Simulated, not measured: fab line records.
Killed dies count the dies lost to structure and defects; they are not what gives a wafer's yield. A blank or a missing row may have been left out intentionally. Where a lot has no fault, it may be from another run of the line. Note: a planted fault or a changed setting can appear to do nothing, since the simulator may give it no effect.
Chamber matching -- flow gf180mcu -- cmp-02 running GF_V3_CMP_26: 4 sister chambers
The step polishes, stops on SiO2, t overpolish 15 s, target thk 0 nm. 4 wafers are shown with their chamber, then 6 later ones without.

## WAFERS WITH THEIR CHAMBER
wafer,chamber,motor_current_A (A)
L254.3,1,10.1
L264.4,2,12.8
L266.2,0,10.0
L266.5,3,10.6

## WAFERS WHOSE CHAMBER IS MISSING
wafer,motor_current_A (A)
L267.4,10.7
L267.5,10.4
L267.6,13.5
L269.1,10.7
L269.4,10.5
L269.5,10.3

## EACH ONE'S CHAMBER
wafer,from the rows above,in truth
L267.4,can't be placed: 3 or 1 or 0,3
L267.5,can't be placed: 3 or 1 or 0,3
L267.6,2,2
L269.1,can't be placed: 3 or 1 or 0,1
L269.4,can't be placed: 3 or 1 or 0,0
L269.5,can't be placed: 1 or 3 or 0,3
Correctly placed: 1 of 6. Not placeable from these rows: 5 (in 5, the candidates include the true chamber). 0 placed wrongly.
How it was worked out, from the rows above alone: a wafer's distance from a chamber is the root of the sum, over the readings, of the square of ((its reading less the chamber's mean) divided by the reading's scatter). If the next closest chamber is less than 2 further off than the closest, the wafer can't be placed; otherwise it belongs to the closest. Each chamber's mean is taken over the wafers shown for it. The scatter (one wafer shown for each chamber): square how far every hidden wafer sits from the nearest shown wafer, average those squares and take the square root.
